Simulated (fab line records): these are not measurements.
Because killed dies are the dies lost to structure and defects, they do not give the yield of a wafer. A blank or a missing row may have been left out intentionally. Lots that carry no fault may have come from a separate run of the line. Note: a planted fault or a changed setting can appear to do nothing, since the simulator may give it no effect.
A struck lot beside a sound one | flow sky130 | 15 out of 708 route steps
Sound: wafers L974.1, L974.2, L974.6. The struck wafers were L984.2, L984.5, L984.6. At the end, the cause is stated.
Each step with rows lists, per side, the tool, then ch with its chambers, then its first start. Under that, the readings that differ: sound wafers | struck wafers | difference of the means | sigmas: that difference in standard deviations of wafers without a fault.
alike: readings with means less than 2 such deviations apart, plus words and numbers identical on both sides. not compared: withheld readings, readings lacking a value on some wafer, bounds such as >300 that could conceal the same value, and numbers that have no deviation in the record and whose values overlap.
Wherever a step has rows on one side only, a row that says differs or no value, or a row with sigmas, the two part there. When numbers do not overlap yet have no deviation, they are printed without sigmas and do not part them. A reading that every wafer of one side lacks parts them only if that side has two wafers or more.

first, 7 steps without rows for these wafers: SKY_CONTACT_HMDS_07 (prime time 60 s); SKY_CONTACT_COAT_08 (resist thk 60 nm); SKY_CONTACT_COAT_09 (resist thk 450 nm); SKY_CONTACT_SOFTBAKE_10 (time 90 s); SKY_CONTACT_EXPOSE_11 (exposes mask CTM1, target cd 170 nm); SKY_CONTACT_PEB_12; SKY_CONTACT_DEVELOP_13 (develop time 60 s).
SKY_CONTACT_CD_MEAS_14: the cd target is 170 nm.
  sound: cd sem-01 at day 31 23:55; struck: cd sem-01 at day 37 19:25
  alike: cd nm
SKY_CONTACT_OVL_MEAS_15:
  sound: overlay-02 at day 32 00:02; struck: overlay-01 at day 37 19:31
  alike: CONTACT_OVL
SKY_CONTACT_ETCH_16: etches BARC in N2/H2, stops on SiO2, time 45.9 s, target depth 60 nm.
  sound on rie diel-02 ch 1,2,3, day 32 00:04; struck on rie diel-03 ch 0,1,2, day 37 19:33
  alike: drypump motor current A, oes product au, throttle valve pct
  not compared: rf hours counter h
SKY_CONTACT_ETCH_17: etches SiO2 in C4F8/O2/Ar, stops on Si3N4, target depth 340 nm.
  sound on rie diel-02 ch 1,2,3, day 32 00:07; struck on rie diel-03 ch 0,1,2, day 37 19:35
  alike: oes product au
SKY_CONTACT_ETCH_18: etches Si3N4 in CHF3/O2, stops on TiN, time 39 s, target depth 75 nm.
  sound on rie diel-02 ch 1,2,3; struck on rie diel-03 ch 0,1,2
  alike: drypump motor current A, oes product au, throttle valve pct
  not compared: rf hours counter h
SKY_CONTACT_STRIP_19: strips in O2/N2.
  sound on plasma asher-04 ch 0,1, day 32 00:12; struck on plasma asher-01 ch 0,1, day 37 19:41
  no value came back on the struck wafers for chamber pressure mTorr (mTorr), drypump motor current A (A), oes product au (a.u.), strip time to endpoint s (s); on the sound wafers chamber pressure mTorr (mTorr) reads 1499.4 1499.1 1501.4
  reading                                        | sound | struck            | difference | sigmas
  model.KrF-thick_of_CONTACT_COAT_09.thk nm (nm) | 0 0 0 | 239.9 240.2 240.6 | +240.2     |
  not compared: rf hours counter h
then, 1 step without rows for these wafers: SKY_CONTACT_STRIP_20 (strips in post etch residue remover, time 1200 s).
-- the record jumps here: 13 days lie between the struck wafers' starts before and after (it left off in module CONTACT and takes up again in module PAD_OPEN, whose first step shown is number 708 of the route) --
SKY_PAD_OPEN_PROBE_99:
  sound: prober-01 at day 45 18:46; struck: prober-02 at day 50 08:20
  reading            | sound     | struck      | difference | sigmas
  killed at contacts | 23 28 23  | 424 428 447 | +408       | +89
  killed dies        | 101 86 84 | 492 492 492 | +402       | +41
  killed on rim      | 17 15 18  | 96 96 96    | +79        | +21
  alike: killed_at_M0_to_M3, killed_at_M4_up, killed at front end, killed at other, killed open, killed short

WHERE THEY PART
Last at SKY_PAD_OPEN_PROBE_99 as far as this record goes, first at SKY_CONTACT_STRIP_19.

WHY: what the simulator had put in
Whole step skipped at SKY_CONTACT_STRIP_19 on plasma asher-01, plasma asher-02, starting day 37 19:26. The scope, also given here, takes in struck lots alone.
